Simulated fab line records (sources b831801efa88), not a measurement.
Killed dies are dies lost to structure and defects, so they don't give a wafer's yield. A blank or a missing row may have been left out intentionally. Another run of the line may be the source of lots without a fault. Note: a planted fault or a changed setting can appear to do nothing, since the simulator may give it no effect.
Struck lot and sound lot, side by side -- flow gf180mcu -- 16 out of 602 route steps
Sound: wafers L200.1, L200.4, L200.5. Struck: wafers L198.2, L198.4, L198.5. The cause is named last.
Each step with rows lists, per side, the tool, then ch with its chambers, then its first start. Under that, the readings that differ: sound wafers -- struck wafers -- difference of the means -- sigmas: that difference in standard deviations of wafers without a fault.
alike: a reading whose means differ by less than 2 such deviations, as well as words and numbers matching on both sides. not compared: withheld readings; readings where some wafer has no value; bounds like >300 that might hide an equal value; numbers whose values overlap and for which the record gives no deviation.
A row with sigmas, a row that says differs or no value, or rows on one side alone: a step with any of these is where the two part. Non-overlapping numbers with no deviation appear without sigmas and do not part them. Lack of a reading on every wafer of one side parts them only where that side has two or more wafers.

first, 3 steps without rows for these wafers: GF_NWELL_EXPOSE_04 (exposes mask Nwell, target cd 860 nm); GF_NWELL_PEB_05; GF_NWELL_DEVELOP_06 (develop time 60 s).
GF_NWELL_OVL_MEAS_07:
  sound: overlay-01 at day 6 22:47; struck: overlay-02 at day 6 12:01
  alike: NWELL_OVL
then, 2 steps without rows for these wafers: GF_NWELL_IMPLANT_08; GF_NWELL_IMPLANT_09.
GF_NWELL_STRIP_10: strips in O2/N2.
  sound on plasma asher-04 ch 0,1, day 6 23:07; struck on plasma asher-02 ch 0,1, day 6 12:21
reading,sound,struck,difference,sigmas
strip time to endpoint s (s),37.12 37.01 37.09,36.86 36.85 36.75,-0.25,-2
  alike: drypump motor current A, heater power w, oes product au
  not compared: rf hours counter h
GF_NWELL_TW_MEAS_11:
  sound: film metro-02 at day 6 23:13; struck: film metro-03 at day 6 12:28
reading,sound,struck,difference,sigmas
NWELL_TW,1586 1586 1595,1555 1556 1546,-37,-2
then, 4 steps without rows for these wafers: GF_LVPWELL_DEHYDRATE_00 (time 60 s); GF_LVPWELL_HMDS_01 (prime time 60 s); GF_LVPWELL_COAT_02 (resist thk 3000 nm); GF_LVPWELL_SOFTBAKE_03.
GF_LVPWELL_EXPOSE_04: exposes mask LVPWELL, target cd 600 nm.
  sound on iline stepper-01 ch 0, day 7 07:29; struck on iline stepper-02 ch 0, day 6 20:07
reading,sound,struck,difference,sigmas
model.LVPWELL.overlay x nm (nm),0.3348 0.3348 0.3348,127.5 127.5 127.5,+127.2,
  alike: mask
then, 2 steps without rows for these wafers: GF_LVPWELL_PEB_05; GF_LVPWELL_DEVELOP_06 (develop time 60 s).
GF_LVPWELL_OVL_MEAS_07:
  sound: overlay-01 at day 7 14:49; struck: overlay-02 at day 7 03:26
reading,sound,struck,difference,sigmas
LVPWELL_OVL (nm),0.3 0.6 0.3,127.1 125.9 127.3,+126.4,+99 or more
  not compared: hold

## WHERE THEY PART
First at GF_NWELL_STRIP_10; last, within this record, at GF_LVPWELL_OVL_MEAS_07.

WHY: what had been put in by the simulator
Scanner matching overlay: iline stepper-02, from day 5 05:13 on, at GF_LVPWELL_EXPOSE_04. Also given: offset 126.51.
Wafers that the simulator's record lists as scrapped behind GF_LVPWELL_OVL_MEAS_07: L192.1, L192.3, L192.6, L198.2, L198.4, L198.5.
